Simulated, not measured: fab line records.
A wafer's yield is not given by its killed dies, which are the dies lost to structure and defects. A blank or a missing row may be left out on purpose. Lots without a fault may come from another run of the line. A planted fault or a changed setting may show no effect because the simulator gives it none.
The tool behind it: which one?	flow sky130	14 lots with 40 wafers sampled at 2 steps, on a route of 708 steps

== WHAT THE GAUGES SHOWED, per wafer ==
SKY_VT_ADJUST_HVTR_TW_MEAS_11. Usual: VT_ADJUST_HVTR_TW 210.8, standard deviation 1.6.
lot	measured	on	VT_ADJUST_HVTR_TW	flag
L669	day 10 00:25	film metro-03	213.0 212.5 212.4	
L668	day 10 01:16	film metro-03	212.1 212.4 212.2	
L670	day 10 09:55	film metro-03	213.1 212.9 213.7	
L671	day 10 10:51	film metro-02	210.3 209.4 210.3	
L672	day 10 18:16	film metro-03	213.7 212.6 212.6	
L673	day 10 18:54	film metro-03	212.0 212.3 213.6	
L675	day 11 18:51	film metro-02	208.5 208.4 209.0	
L676	day 11 19:30	film metro-02	208.2 209.0 208.9	
L677	day 12 04:49	film metro-03	212.4 212.0 211.2	
L681	day 13 09:09	film metro-02	199.4 209.4	OFF
L685	day 14 13:31	film metro-02	198.3 207.8	OFF
L688	day 15 15:57	film metro-03	211.1 210.5 212.1	
L689	day 15 23:09	film metro-03	210.9 210.6 209.9	
L690	day 16 08:10	film metro-02	210.0 209.7 210.2	

== TOOL THAT RAN EACH LOT (tool first, then ch and the chambers of the sampled wafers, then the start) ==
lot	SKY_VT_ADJUST_HVTR_IMPLANT_09
L669	implanter-04 ch 0, day 10 00:12
L668	implanter-04 ch 0, day 10 01:03
L670	implanter-03 ch 0, day 10 09:42
L671	implanter-02 ch 0, day 10 10:36
L672	implanter-03 ch 0, day 10 18:03
L673	implanter-02 ch 0, day 10 18:39
L675	implanter-03 ch 0, day 11 18:36
L676	implanter-03 ch 0, day 11 19:15
L677	implanter-03 ch 0, day 12 04:36
L681	implanter-03 ch 0, day 13 08:55
L685	implanter-03 ch 0, day 14 13:17
L688	implanter-04 ch 0, day 15 15:43
L689	implanter-02 ch 0, day 15 22:55
L690	implanter-02 ch 0, day 16 07:53
- SKY_VT_ADJUST_HVTR_IMPLANT_09

== AS READ BY THE TOOLS THEMSELVES (means over the sampled wafers that have a number; for cases with no such wafer, the mark the record gives instead) ==
SKY_VT_ADJUST_HVTR_IMPLANT_09. Usual: beam on s 9.98 s, standard deviation 0.2; faraday current uA 11.86, standard deviation 0.24.
lot	tool	beam on s (s)	faraday current uA	flag
L669	implanter-04	10.02	11.81	
L668	implanter-04	10.20	11.59	
L670	implanter-03	10.05	11.79	
L671	implanter-02	10.01	11.81	
L672	implanter-03	9.93	11.93	
L673	implanter-02	10.15	11.69	
L675	implanter-03	9.98	11.86	
L676	implanter-03	10.08	11.74	
L677	implanter-03	9.88	11.98	
L681	implanter-03	9.44	12.66	OFF
L685	implanter-03	9.34	12.77	OFF
L688	implanter-04	9.98	11.87	
L689	implanter-02	10.29	11.48	
L690	implanter-02	9.79	12.10	

== THE ANSWER, worked out from the rows above alone ==
Rule: a lot counts as off when the mean over its wafers that have a number is more than 3 standard deviations away from the usual mean. Also off: a lot with no number at a reading for which 4 or more lots have one. The other lots that the step has rows for count as sound. After the gauges, taken in route order, come the tools' own readings; for these a lot's mean is taken, as printed above. At the first step where some lot is off, the reading lying furthest off is the one used; lots without a number count as furthest.
Off: L681, L685, at SKY_VT_ADJUST_HVTR_TW_MEAS_11 (VT_ADJUST_HVTR_TW).
If a tool, at a process step before that reading, ran all the lots that are off and no sound lot after the first of them, it fits. The gauges at SKY_VT_ADJUST_HVTR_TW_MEAS_11 aren't tried: what is off there is off at SKY_VT_ADJUST_HVTR_IMPLANT_09 too, on other tools, and a gauge's error can't cause that. One fits: SKY_VT_ADJUST_HVTR_IMPLANT_09 on implanter-03. A fault onset in the window from L677 (day 12 04:36, its last sound lot) to L681 (day 13 08:55, its first lot off) fits.
On the lots that are off, the tool's own readings at SKY_VT_ADJUST_HVTR_IMPLANT_09 differ by more than 5 times the standard deviation of the sound lots' means, which bears it out; faraday current uA reads 12.71 there versus 11.80 on the sound lots.

== WHAT THE SIMULATOR PUT IN ==
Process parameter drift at SKY_VT_ADJUST_HVTR_IMPLANT_09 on implanter-03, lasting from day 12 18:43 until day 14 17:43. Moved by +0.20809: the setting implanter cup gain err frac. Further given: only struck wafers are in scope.
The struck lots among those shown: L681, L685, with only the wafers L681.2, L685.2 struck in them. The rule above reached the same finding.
